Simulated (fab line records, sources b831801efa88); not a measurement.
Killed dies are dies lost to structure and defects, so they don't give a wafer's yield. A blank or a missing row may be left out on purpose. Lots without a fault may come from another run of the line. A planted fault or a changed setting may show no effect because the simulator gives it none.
Tool commonality check | flow sky130 | 10 lots, 33 wafers sampled

WHY IT WAS OPENED
At SKY_LDD_HVN_TW_MEAS_10 the reading LDD_HVN_TW is flagged on 1 of 10 lots. Wafers without a fault read 1433, standard deviation 19.
Rule: a lot is flagged when every wafer of it that has a number lies more than 4 standard deviations from that mean, or none has a number. The other lots count as sound.

lot  | measured     | on            | LDD_HVN_TW, wafer by wafer    | flag
L584 | day 21 21:53 | film_metro-02 | 1460 1462 1457                |
L585 | day 22 13:02 | film_metro-01 | 1420 1412 1422                |
L588 | day 23 09:10 | film_metro-02 | 1228 1226 1227 1233 1226 1224 | FLAGGED
L596 | day 26 07:14 | film_metro-03 | 1419 1417 1413                |
L597 | day 26 16:13 | film_metro-01 | 1427 1424 1417                |
L598 | day 26 19:22 | film_metro-03 | 1409 1405 1411                |
L599 | day 27 02:50 | film_metro-03 | 1412 1411 1405                |
L600 | day 27 06:13 | film_metro-02 | 1460 1450 1449                |
L605 | day 28 15:37 | film_metro-01 | 1427 1428 1440                |
L606 | day 29 01:07 | film_metro-02 | 1456 1461 1463                |
The numbers of the flagged lots are 1227 on average: -206 against the usual, or -11 standard deviations.

WHICH TOOL RAN EACH LOT
The record holds 3 process steps before the reading, out of a route of 708 steps. In each cell: the tool, then ch and the chambers that the sampled wafers went through, then the start.
lot  | flag    | SKY_SONOS_ONO_ETCH_15              | SKY_LDD_P_STRIP_10                   | SKY_LDD_HVN_STRIP_09
L584 |         | rie_diel-03 ch 0,1,3, day 13 20:14 | plasma_asher-02 ch 0,1, day 20 14:25 | plasma_asher-02 ch 0,1, day 21 21:47
L585 |         | rie_diel-02 ch 0,1, day 14 08:53   | plasma_asher-03 ch 0,1, day 21 05:05 | plasma_asher-01 ch 0,1, day 22 12:55
L588 | FLAGGED | rie_diel-02 ch 0,1,3, day 14 21:53 | plasma_asher-02 ch 0,1, day 22 01:41 | plasma_asher-01 ch 0,1, day 23 09:04
L596 |         | rie_diel-02 ch 0,1,2, day 18 01:47 | plasma_asher-03 ch 0,1, day 25 01:26 | plasma_asher-01 ch 0,1, day 26 07:08
L597 |         | rie_diel-03 ch 0,2,3, day 18 06:20 | plasma_asher-03 ch 0,1, day 25 10:35 | plasma_asher-01 ch 0,1, day 26 16:07
L598 |         | rie_diel-03 ch 0,1, day 18 14:05   | plasma_asher-04 ch 0,1, day 25 14:08 | plasma_asher-02 ch 0,1, day 26 19:16
L599 |         | rie_diel-02 ch 0,2,3, day 18 21:41 | plasma_asher-02 ch 0,1, day 25 21:05 | plasma_asher-04 ch 0,1, day 27 02:45
L600 |         | rie_diel-02 ch 2,3, day 19 01:14   | plasma_asher-03 ch 0,1, day 26 00:59 | plasma_asher-02 ch 0,1, day 27 06:07
L605 |         | rie_diel-02 ch 0,1, day 20 15:02   | plasma_asher-02 ch 0,1, day 27 09:50 | plasma_asher-02 ch 0,1, day 28 15:31
L606 |         | rie_diel-02 ch 0,2, day 21 02:50   | plasma_asher-04 ch 0,1, day 27 20:10 | plasma_asher-04 ch 0,1, day 29 01:01
What these steps do:
- SKY_SONOS_ONO_ETCH_15: etches the open film in CHF3/O2, target depth 19.52 nm, time 7.8 s.
- SKY_LDD_P_STRIP_10: strips in O2/N2.
- SKY_LDD_HVN_STRIP_09: strips in O2/N2.
- SKY_LDD_HVN_TW_MEAS_10

FLAGGED OVER TOTAL, TOOL BY TOOL (the gauges that took the reading come last)
step                   | tool            | lots run | flagged | share of the flagged lots | sound lots run after its first flagged lot
SKY_SONOS_ONO_ETCH_15  | rie_diel-02     | 7        | 1       | all                       | 5 (L596,L599,L600,L605,L606)
SKY_SONOS_ONO_ETCH_15  | rie_diel-03     | 3        | 0       | none                      | -
SKY_LDD_P_STRIP_10     | plasma_asher-02 | 4        | 1       | all                       | 2 (L599,L605)
SKY_LDD_P_STRIP_10     | plasma_asher-03 | 4        | 0       | none                      | -
SKY_LDD_P_STRIP_10     | plasma_asher-04 | 2        | 0       | none                      | -
SKY_LDD_HVN_STRIP_09   | plasma_asher-01 | 4        | 1       | all                       | 2 (L596,L597)
SKY_LDD_HVN_STRIP_09   | plasma_asher-02 | 4        | 0       | none                      | -
SKY_LDD_HVN_STRIP_09   | plasma_asher-04 | 2        | 0       | none                      | -
SKY_LDD_HVN_TW_MEAS_10 | film_metro-01   | 3        | 0       | none                      | -
SKY_LDD_HVN_TW_MEAS_10 | film_metro-02   | 4        | 1       | all                       | 2 (L600,L606)
SKY_LDD_HVN_TW_MEAS_10 | film_metro-03   | 3        | 0       | none                      | -

WHAT THE TABLE ALLOWS
4 rows of the table ran every flagged lot: rie_diel-02 at SKY_SONOS_ONO_ETCH_15, plasma_asher-02 at SKY_LDD_P_STRIP_10, plasma_asher-01 at SKY_LDD_HVN_STRIP_09, film_metro-02 at SKY_LDD_HVN_TW_MEAS_10.
- rie_diel-02 at SKY_SONOS_ONO_ETCH_15: 1 of its 7 lots flagged. Sound lots ran on it after the first flagged one (L596, L599, L600, L605, L606), which a lasting fault on the whole tool wouldn't allow.
- plasma_asher-02 at SKY_LDD_P_STRIP_10: 1 of its 4 lots flagged. Sound lots ran on it after the first flagged one (L599, L605), which a lasting fault on the whole tool wouldn't allow. Its own readings lie more than 4 standard deviations out on every wafer of the flagged lots: oes_product_au.
- plasma_asher-01 at SKY_LDD_HVN_STRIP_09: 1 of its 4 lots flagged. Sound lots ran on it after the first flagged one (L596, L597), which a lasting fault on the whole tool wouldn't allow. Its own readings lie more than 4 standard deviations out on every wafer of the flagged lots: oes_product_au, strip_time_to_endpoint_s.
- film_metro-02 at SKY_LDD_HVN_TW_MEAS_10: 1 of its 4 lots flagged. Sound lots ran on it after the first flagged one (L600, L606), which a lasting fault on the whole tool wouldn't allow.
No row of the table ran every flagged lot and no sound lot after the first.

WHAT THE SIMULATOR HAD PUT IN
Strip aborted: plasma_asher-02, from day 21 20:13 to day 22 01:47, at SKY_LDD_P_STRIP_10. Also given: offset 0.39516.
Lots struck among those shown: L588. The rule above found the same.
